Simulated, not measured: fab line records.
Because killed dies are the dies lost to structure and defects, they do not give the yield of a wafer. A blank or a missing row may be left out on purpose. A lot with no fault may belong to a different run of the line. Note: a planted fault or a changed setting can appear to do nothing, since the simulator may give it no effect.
A sampling plan put to the test ; flow sky130 ; one fab line, 20 faults that these records tell of, each judged on the records of the lots that it struck
The line's own looks make up the plan; these are the steps of the route where a gauge or inspection reads the wafer and leaves it unchanged. Where struck wafers have a number at a look and the file lists that look's usual mean and standard deviation on fault-free wafers, the look can be judged. Caught: a look later than the fault's first step finds the struck wafers' mean 4 or more of those standard deviations (sigma) from the usual mean. On the tool: the identical test, applied to the tool's own readings at the steps of the fault. Also counted as caught: the struck wafers showing another recipe, or a record that is empty for them alone.

== THE FAULTS, as the simulator had put them in ==
1. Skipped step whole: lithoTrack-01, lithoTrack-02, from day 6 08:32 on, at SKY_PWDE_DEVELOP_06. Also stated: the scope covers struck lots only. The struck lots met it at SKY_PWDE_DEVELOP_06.
2. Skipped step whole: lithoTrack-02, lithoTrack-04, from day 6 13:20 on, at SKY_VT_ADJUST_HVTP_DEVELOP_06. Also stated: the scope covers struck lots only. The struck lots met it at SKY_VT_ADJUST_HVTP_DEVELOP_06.
3. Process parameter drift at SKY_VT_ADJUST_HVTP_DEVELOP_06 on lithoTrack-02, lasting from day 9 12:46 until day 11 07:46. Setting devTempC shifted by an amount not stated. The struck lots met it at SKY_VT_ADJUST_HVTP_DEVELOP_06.
4. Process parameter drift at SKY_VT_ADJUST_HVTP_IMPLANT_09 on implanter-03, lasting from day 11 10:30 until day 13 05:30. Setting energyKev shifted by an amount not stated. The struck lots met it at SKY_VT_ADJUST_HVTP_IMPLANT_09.
5. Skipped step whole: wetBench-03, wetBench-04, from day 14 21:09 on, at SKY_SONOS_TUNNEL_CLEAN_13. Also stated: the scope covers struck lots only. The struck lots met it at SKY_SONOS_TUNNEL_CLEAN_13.
6. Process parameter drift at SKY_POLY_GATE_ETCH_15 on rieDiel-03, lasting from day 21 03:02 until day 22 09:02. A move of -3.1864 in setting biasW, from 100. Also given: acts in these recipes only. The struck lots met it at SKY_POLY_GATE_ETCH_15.
7. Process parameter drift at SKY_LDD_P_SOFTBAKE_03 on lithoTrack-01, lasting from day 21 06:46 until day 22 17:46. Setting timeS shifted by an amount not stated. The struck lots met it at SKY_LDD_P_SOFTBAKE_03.
8. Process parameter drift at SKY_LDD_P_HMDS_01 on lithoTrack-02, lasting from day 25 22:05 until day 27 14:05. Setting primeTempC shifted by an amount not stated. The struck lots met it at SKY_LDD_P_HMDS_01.
9. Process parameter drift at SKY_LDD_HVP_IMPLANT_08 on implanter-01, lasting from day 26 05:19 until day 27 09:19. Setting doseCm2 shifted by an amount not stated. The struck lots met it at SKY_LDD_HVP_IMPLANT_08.
10. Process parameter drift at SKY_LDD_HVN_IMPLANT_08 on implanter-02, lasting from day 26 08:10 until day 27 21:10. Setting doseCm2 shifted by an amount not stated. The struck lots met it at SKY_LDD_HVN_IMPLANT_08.
11. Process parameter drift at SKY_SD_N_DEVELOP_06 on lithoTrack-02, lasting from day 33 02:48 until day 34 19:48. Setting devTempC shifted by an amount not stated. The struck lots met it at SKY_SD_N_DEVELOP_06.
12. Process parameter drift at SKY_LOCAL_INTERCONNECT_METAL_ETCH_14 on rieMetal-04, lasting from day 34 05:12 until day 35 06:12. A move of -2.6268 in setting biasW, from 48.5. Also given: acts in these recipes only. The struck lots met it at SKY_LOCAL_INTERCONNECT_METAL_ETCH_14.
13. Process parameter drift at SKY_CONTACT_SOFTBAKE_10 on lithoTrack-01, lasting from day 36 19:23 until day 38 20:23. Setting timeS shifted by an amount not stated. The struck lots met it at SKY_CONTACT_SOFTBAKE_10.
14. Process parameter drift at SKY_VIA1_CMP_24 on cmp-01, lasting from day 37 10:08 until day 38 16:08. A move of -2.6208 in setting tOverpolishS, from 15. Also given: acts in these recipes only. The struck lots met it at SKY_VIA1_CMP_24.
15. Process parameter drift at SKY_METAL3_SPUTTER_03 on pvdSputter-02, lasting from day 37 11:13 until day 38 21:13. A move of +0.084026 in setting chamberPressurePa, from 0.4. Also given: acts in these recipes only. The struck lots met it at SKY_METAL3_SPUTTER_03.
16. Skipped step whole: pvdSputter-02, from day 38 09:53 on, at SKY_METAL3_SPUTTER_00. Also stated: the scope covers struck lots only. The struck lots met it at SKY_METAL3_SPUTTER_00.
17. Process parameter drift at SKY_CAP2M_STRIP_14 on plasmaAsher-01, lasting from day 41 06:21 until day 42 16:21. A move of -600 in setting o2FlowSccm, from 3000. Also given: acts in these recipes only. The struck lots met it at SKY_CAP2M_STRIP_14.
18. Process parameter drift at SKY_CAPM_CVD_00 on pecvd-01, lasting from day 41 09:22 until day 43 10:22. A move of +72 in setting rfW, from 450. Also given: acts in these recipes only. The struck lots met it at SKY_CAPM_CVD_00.
19. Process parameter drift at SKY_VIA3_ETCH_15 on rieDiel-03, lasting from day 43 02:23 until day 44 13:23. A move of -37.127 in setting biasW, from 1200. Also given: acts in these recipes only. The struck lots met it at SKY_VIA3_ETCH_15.
20. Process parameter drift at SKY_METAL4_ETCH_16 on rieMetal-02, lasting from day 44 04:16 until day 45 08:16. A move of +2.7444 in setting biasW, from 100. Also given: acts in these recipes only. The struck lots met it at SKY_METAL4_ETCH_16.

== WHAT THE PLAN SAW ==
fault;on the tool itself;first look that catches it;reading, sigma;median hours from its first step to that look;hours from the fault's start to the first struck lot there;judged looks passed uncaught
1;the tool's record is blank for the struck wafers;no look after it can be judged;-;-;-;0
2;the tool's record is blank for the struck wafers;none of the 2 looks that can be judged after it;-;-;-;2
3;developerTempC +7.8 sigma;not the one look that can be judged after it;-;-;-;1
4;beamEnergyKeV +99 or beyond sigma;none of the 2 looks that can be judged after it;-;-;-;2
5;the tool's record is blank for the struck wafers;no look after it can be judged;-;-;-;0
6;biasW -11 sigma;none of the 2 looks that can be judged after it;-;-;-;2
7;heaterPowerTotalW +99 or beyond sigma;none of the 2 looks that can be judged after it;-;-;-;2
8;primeTempC -12 sigma;not the one look that can be judged after it;-;-;-;1
9;doseIonsCm2 -99 or beyond sigma;no look after it can be judged;-;-;-;0
10;doseIonsCm2 +20 sigma;no look after it can be judged;-;-;-;0
11;developerTempC -7.7 sigma;not the one look that can be judged after it;-;-;-;1
12;biasW -19 sigma;no look after it can be judged;-;-;-;0
13;runLengthS -46 sigma;no look after it can be judged;-;-;-;0
14;overpolishRunS -99 or beyond sigma;no look after it can be judged;-;-;-;0
15;chamberPressurePa +99 or beyond sigma;no look after it can be judged;-;-;-;0
16;the tool's record is blank for the struck wafers;no look after it can be judged;-;-;-;0
17;o2FlowSccm -70 sigma;not the one look that can be judged after it;-;-;-;1
18;rfFwdPowerW +33 sigma;no look after it can be judged;-;-;-;0
19;biasW -12 sigma;no look after it can be judged;-;-;-;0
20;biasW +9.1 sigma;no look after it can be judged;-;-;-;0
A dash: the fault isn't caught, or these records don't give the number.

Caught at a look: 0 of 20. Caught on the tool: 20 of 20. By one or the other: 20 of 20.
Faults caught by the tool alone: 1, 2, 3, 4, 5, 6, 7, 8, 9, 10, 11, 12, 13, 14, 15, 16, 17, 18, 19, 20.
